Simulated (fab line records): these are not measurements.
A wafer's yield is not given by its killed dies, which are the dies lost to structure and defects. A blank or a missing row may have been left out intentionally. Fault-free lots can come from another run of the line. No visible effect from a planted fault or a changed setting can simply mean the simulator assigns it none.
Which tool did it? | flow sky130 | 12 lots (36 wafers sampled), 1 step of a 708-step route

WHAT THE GAUGES SHOWED, per wafer
SKY_CONTACT_CD_MEAS_14: target cd 170 nm.
lot  | measured     | on        | cd-nm (nm)
L075 | day 31 17:17 | cd-sem-02 | 169.1 169.2 168.9
L077 | day 32 16:23 | cd-sem-02 | 170.4 169.4 170.6
L080 | day 33 12:29 | cd-sem-01 | 169.6 169.2 169.2
L081 | day 34 14:53 | cd-sem-02 | 168.1 168.4 167.3
L083 | day 34 17:29 | cd-sem-02 | 171.4 171.3 169.9
L085 | day 35 13:11 | cd-sem-01 | 170.8 171.6 171.7
L087 | day 36 02:01 | cd-sem-01 | 170.7 170.2 171.4
L089 | day 36 11:56 | cd-sem-01 | 168.6 169.5 169.6
L091 | day 37 03:08 | cd-sem-01 | 170.7 171.0 171.2
L093 | day 37 19:21 | cd-sem-01 | 168.8 169.7 169.2
L095 | day 38 03:18 | cd-sem-01 | 169.1 169.6 168.5
L097 | day 38 19:49 | cd-sem-02 | 171.5 172.5 172.2

TOOL THAT RAN EACH LOT (tool first, then ch and the chambers of the sampled wafers, then the start)
There is no process step in the record ahead of these readings.

THE ANSWER, worked out from the rows above alone
Rule: usual is defined by the lots themselves. The widest of any qualifying gaps counts: lots, ordered by their means at a reading, are off when they make up no more than a third of the lots, leave a main group of 4 or more, and stand apart from it by 3 or more times the standard deviation of that group's means. The tables above print the reading to a certain number of digits; a main group whose means all agree to those digits is not used. Also off: a lot with no number at a reading for which 4 or more lots have one. Where the step has rows for the other lots, those lots are counted as sound.
No lot is off on any of the readings shown, so nothing can be concluded from this.

WHAT WAS PUT IN BY THE SIMULATOR
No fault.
